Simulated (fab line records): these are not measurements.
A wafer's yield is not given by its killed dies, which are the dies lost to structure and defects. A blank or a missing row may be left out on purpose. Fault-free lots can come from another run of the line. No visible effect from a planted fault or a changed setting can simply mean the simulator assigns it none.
Comparing a struck lot with a sound one | flow sfq line | 21 out of 325 route steps
Sound: these wafers, L894.2, L894.3, L894.5. Struck: wafers L903.1, L903.4 (left out: L903.2, a lot-mate that was not struck); the cause follows at the end.
For every step that has rows: the tool of each side, followed by ch and its chambers, followed by its first start. Under that, the readings that differ: sound wafers | struck wafers | difference of the means | sigmas: that difference in standard deviations of wafers without a fault.
alike: same words and numbers on both sides, and readings whose means sit less than 2 such deviations apart. not compared: any withheld reading, any reading some wafer has no value for, any bound like >300 that may hide the same value, and any number with overlapping values for which the record gives no deviation.
The two part at a step that has a row with sigmas, a row that says differs or no value, or rows on one side only. Numbers that have no deviation but don't overlap get no sigmas and don't part them. A reading missing from all wafers of one side parts the sides only when that side holds two or more wafers.

first, 3 steps without rows for these wafers: SFQ_TRILAYER_M3_LITHO_EXPOSE_076 (exposes mask M3, target cd 500 nm); SFQ_TRILAYER_M3_LITHO_PEB_078 (peb time 60 s); SFQ_TRILAYER_M3_LITHO_DEVELOP_077 (time 60 s).
SFQ_M3_OVL_MEAS_921:
  struck on overlay-01, day 40 20:51; sound on overlay-01, day 37 20:41
  alike: M3_OVL
SFQ_TRILAYER_M3_BARC_OPEN_METAL_ETCH_100: etches BARC in O2, target depth 125 nm, time 41.7 s.
  sound on rie metal-04 ch 1, day 37 20:44; struck on rie metal-02 ch 0,1, day 40 20:53
  alike: drypump motor current A, oes product au
  not compared: rf hours counter h
SFQ_TRILAYER_M3_ETCH_METAL_ETCH_078: etches Nb in Cl2/Ar, stops on SiO2, target depth 240 nm, time 120 s.
  sound on rie metal-04 ch 1, day 37 20:53; struck on rie metal-02 ch 0,1, day 40 20:56
  alike: drypump motor current A, oes product au
  not compared: rf hours counter h
SFQ_TRILAYER_M3_STRIP_STRIP_079: strips in O2.
  sound on rie metal-04 ch 1, day 37 21:17; struck on rie metal-02 ch 0,1, day 40 21:04
  reading               | sound             | struck      | difference | sigmas
  oes product au (a.u.) | 0.995 0.995 1.001 | 1.025 1.016 | +0.023     | +3
  alike: drypump motor current A, platen temp c
  not compared: rf hours counter h
then, 1 step without rows for these wafers: SFQ_TRILAYER_M3_STRIP_SOLV_CLEAN_080 (cleans in NMP, time 600 s).
SFQ_TRILAYER_I3_DEP_PECVD_081: deposits SiO2 from SiH4/N2O, time 111.11 s, target thk 500 nm.
  sound on pecvd-04 ch 0,2, day 37 22:28; struck on pecvd-01 ch 1, day 40 21:50
  alike: heater power w, throttle valve pct
SFQ_TRILAYER_I3_CMP_CMP_082: polishes SiO2.
  sound on cmp-01 ch 0,1, day 37 22:32; struck on cmp-01 ch 0,2, day 40 21:55
  alike: motor current A, slurry flow ml min, time to endpoint s
SFQ_I3_BOW_MEAS_922:
  struck on film metro-03, day 41 00:55; sound on film metro-04, day 38 01:34
  alike: I3_BOW
after that, 1 step had no rows for these wafers: SFQ_TRILAYER_I3_METRO_MEASURE_083.
SFQ_TRILAYER_I3_VIA_LITHO_COAT_090: resist thk 62 nm.
  sound on litho track-02 ch 0, day 38 02:55; struck on litho track-02 ch 0, day 41 02:14
  reading                                                  | sound             | struck      | difference | sigmas
  model.BARC_of_TRILAYER_I3_VIA_LITHO_COAT_090.thk nm (nm) | 61.91 61.83 61.71 | 68.71 68.92 | +7.00      |
then, 5 steps without rows for these wafers: SFQ_TRILAYER_I3_VIA_LITHO_COAT_085 (resist thk 650 nm); SFQ_TRILAYER_I3_VIA_LITHO_SOFTBAKE_089; SFQ_TRILAYER_I3_VIA_LITHO_EXPOSE_086 (exposes mask I3, target cd 500 nm); SFQ_TRILAYER_I3_VIA_LITHO_PEB_088 (peb time 60 s); SFQ_TRILAYER_I3_VIA_LITHO_DEVELOP_087 (time 60 s).
-- the record jumps here: 7 days lie between the struck wafers' starts before and after --
SFQ_I3_OVL_MEAS_923:
  struck on overlay-01, day 47 15:41; sound on overlay-01, day 44 17:05
  alike: I3_OVL
SFQ_TRILAYER_I3_VIA_BARC_OPEN_VIA_ETCH_121: etches BARC in O2, target depth 125 nm, time 41.7 s.
  sound on rie diel-01 ch 0,1,3, day 44 17:07; struck on rie diel-01 ch 1,2, day 47 15:43
  reading                  | sound             | struck      | difference | sigmas
  oes product au (a.u.)    | 0.685 0.695 0.683 | 0.717 0.719 | +0.030     | +7
  model.etch.depth nm (nm) | 61.91 61.83 61.71 | 68.71 68.92 | +7.00      |
  alike: drypump motor current A
  not compared: rf hours counter h
then, 1 step without rows for these wafers: SFQ_TRILAYER_I3_VIA_ETCH_VIA_ETCH_088 (etches SiO2 in CHF3, stops on Nb, target depth 260 nm).

WHERE THEY PART
At SFQ_TRILAYER_M3_STRIP_STRIP_079 first; at SFQ_TRILAYER_I3_VIA_BARC_OPEN_VIA_ETCH_121 last (within this record only).

WHY: whatever the simulator had introduced
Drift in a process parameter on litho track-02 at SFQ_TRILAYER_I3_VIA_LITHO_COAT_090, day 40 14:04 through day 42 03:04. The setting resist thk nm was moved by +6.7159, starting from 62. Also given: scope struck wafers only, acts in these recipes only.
